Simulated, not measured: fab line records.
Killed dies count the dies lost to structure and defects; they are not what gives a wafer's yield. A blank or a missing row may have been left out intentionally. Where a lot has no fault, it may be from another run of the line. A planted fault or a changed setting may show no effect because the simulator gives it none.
What tool caused it? | flow sfq_line | Sampling: 15 lots, 45 wafers, 3 of 325 route steps

## WHAT THE GAUGES SHOWED, per wafer
SFQ_M6_RS_MEAS_938: the measuring method here is four-point-probe.
lot  | measured     | on            | M6_NB_RS (ohm/sq)
L283 | day 74 03:15 | film_metro-03 | 0.894 0.889 0.892
L284 | day 74 20:41 | film_metro-01 | 0.882 0.886 0.888
L285 | day 74 21:47 | film_metro-01 | 0.877 0.882 0.872
L286 | day 75 00:16 | film_metro-01 | 0.872 0.866 0.867
L287 | day 75 04:35 | film_metro-04 | 0.905 0.894 0.899
L293 | day 75 19:12 | film_metro-03 | 0.445 0.447 0.445 0.444 0.448 0.445
L294 | day 75 21:39 | film_metro-03 | 0.432 0.437 0.436 0.432 0.436 0.435
L297 | day 78 19:02 | film_metro-03 | 0.437 0.436 0.439 0.438 0.436 0.438
L298 | day 83 00:40 | film_metro-04 | 0.882 0.882 0.885
L299 | day 83 02:13 | film_metro-01 | 0.881 0.886 0.888
L300 | day 84 06:19 | film_metro-03 | 0.900 0.892 0.900
L302 | day 85 04:53 | film_metro-04 | 0.889 0.893 0.898
L303 | day 85 09:55 | film_metro-04 | 0.900 0.899 0.906
L304 | day 85 13:17 | film_metro-04 | 0.883 0.879 0.883
L305 | day 85 14:40 | film_metro-03 | 0.881 0.881 0.881

## TOOL THAT RAN EACH LOT (tool first, then ch and the chambers of the sampled wafers, then the start)
lot  | SFQ_TRILAYER_L0_VIA_ETCH_VIA_ETCH_016 | SFQ_TRILAYER_M6_DEP_SPUTTER_157
L283 | rie_diel-02 ch 0,1, day 7 11:50       | pvd_sputter-03, day 74 03:07
L284 | rie_diel-03 ch 1,2,3, day 7 17:50     | pvd_sputter-03, day 74 20:35
L285 | rie_diel-04 ch 0,1,3, day 8 03:26     | pvd_sputter-04, day 74 21:42
L286 | rie_diel-02 ch 0,1, day 8 11:50       | pvd_sputter-05, day 75 00:10
L287 | rie_diel-03 ch 1,2,3, day 9 01:17     | pvd_sputter-03, day 75 04:28
L293 | rie_diel-02 ch 2,3, day 11 11:19      | pvd_sputter-03, day 75 18:51
L294 | rie_diel-03 ch 2,3, day 11 13:43      | pvd_sputter-04, day 75 21:16
L297 | rie_diel-03 ch 1,2, day 12 04:14      | pvd_sputter-05, day 78 18:38
L298 | rie_diel-03 ch 2,3, day 12 15:02      | pvd_sputter-03, day 83 00:32
L299 | rie_diel-02 ch 0,1, day 12 18:38      | pvd_sputter-05, day 83 02:07
L300 | rie_diel-03 ch 0,2,3, day 13 06:46    | pvd_sputter-04, day 84 06:12
L302 | rie_diel-02 ch 1,2,3, day 14 01:58    | pvd_sputter-04, day 85 04:48
L303 | rie_diel-02 ch 0,2,3, day 14 11:34    | pvd_sputter-03, day 85 09:47
L304 | rie_diel-02 ch 0,1, day 14 15:10      | pvd_sputter-05, day 85 13:12
L305 | rie_diel-02 ch 0,1,2, day 15 03:10    | pvd_sputter-04, day 85 14:35
- SFQ_TRILAYER_L0_VIA_ETCH_VIA_ETCH_016: etches SiO2 in CHF3, stops on MoNx KI, target depth 80 nm.
- SFQ_TRILAYER_M6_DEP_SPUTTER_157: material Nb, target thk 200 nm, time 133.3 s.

## WHAT THE TOOLS THEMSELVES READ (means of the sampled wafers that have a number; where no wafer has one, the mark that the record gives instead)
SFQ_TRILAYER_L0_VIA_ETCH_VIA_ETCH_016.
lot  | tool        | chamber_pressure_mTorr (mTorr) | drypump_motor_current_A (A) | oes_product_au (a.u.)
L283 | rie_diel-02 | 29.977                         | 5.4                         | 0.843
L284 | rie_diel-03 | 30.008                         | 5.8                         | 0.834
L285 | rie_diel-04 | 30.037                         | 6.0                         | 0.842
L286 | rie_diel-02 | 29.987                         | 5.4                         | 0.838
L287 | rie_diel-03 | 29.975                         | 5.8                         | 0.841
L293 | rie_diel-02 | 30.007                         | 5.7                         | 0.832
L294 | rie_diel-03 | 30.003                         | 5.9                         | 0.841
L297 | rie_diel-03 | 30.007                         | 6.0                         | 0.837
L298 | rie_diel-03 | 30.015                         | 5.8                         | 0.841
L299 | rie_diel-02 | 30.017                         | 5.1                         | 0.835
L300 | rie_diel-03 | 30.005                         | 5.9                         | 0.843
L302 | rie_diel-02 | 29.990                         | 5.3                         | 0.846
L303 | rie_diel-02 | 29.985                         | 5.6                         | 0.850
L304 | rie_diel-02 | 29.983                         | 5.1                         | 0.836
L305 | rie_diel-02 | 29.994                         | 5.5                         | 0.841

SFQ_TRILAYER_M6_DEP_SPUTTER_157.
lot  | tool           | throttle_valve_pct (%)
L283 | pvd_sputter-03 | 30.1
L284 | pvd_sputter-03 | 30.8
L285 | pvd_sputter-04 | 29.5
L286 | pvd_sputter-05 | 29.7
L287 | pvd_sputter-03 | 29.9
L293 | pvd_sputter-03 | 30.7
L294 | pvd_sputter-04 | 29.6
L297 | pvd_sputter-05 | 30.0
L298 | pvd_sputter-03 | 30.0
L299 | pvd_sputter-05 | 30.1
L300 | pvd_sputter-04 | 29.1
L302 | pvd_sputter-04 | 29.0
L303 | pvd_sputter-03 | 30.2
L304 | pvd_sputter-05 | 29.6
L305 | pvd_sputter-04 | 29.5

## THE ANSWER, worked out from the rows above alone
Rule: the lots themselves supply what counts as usual. The widest of any qualifying gaps counts: lots, ordered by their means at a reading, are off when they make up no more than a third of the lots, leave a main group of 4 or more, and stand apart from it by 3 or more times the standard deviation of that group's means. A main group is skipped when, at the precision printed for the reading in the tables above, its means are all equal. A lot without any number at a reading at which 4 lots or more have one is off too. Where the step has rows for the other lots, those lots are counted as sound. Order of review: gauges by route order, followed by the tools' own readings, for which a lot's mean as printed above is used. The first step at which some lot is off is used, and at that step the reading that is off furthest; a lot without a number counts as furthest.
Off: L293, L294, L297, seen at SFQ_M6_RS_MEAS_938 (M6_NB_RS). Mean 0.887 ohm/sq and standard deviation 0.0094 in the main group.
If a tool, at a process step before that reading, ran all the lots that are off and no sound lot after the first of them, it fits. Gauges at SFQ_M6_RS_MEAS_938: tried the same way as those tools. None of those tried fits.

## WHAT HAD BEEN PUT IN BY THE SIMULATOR
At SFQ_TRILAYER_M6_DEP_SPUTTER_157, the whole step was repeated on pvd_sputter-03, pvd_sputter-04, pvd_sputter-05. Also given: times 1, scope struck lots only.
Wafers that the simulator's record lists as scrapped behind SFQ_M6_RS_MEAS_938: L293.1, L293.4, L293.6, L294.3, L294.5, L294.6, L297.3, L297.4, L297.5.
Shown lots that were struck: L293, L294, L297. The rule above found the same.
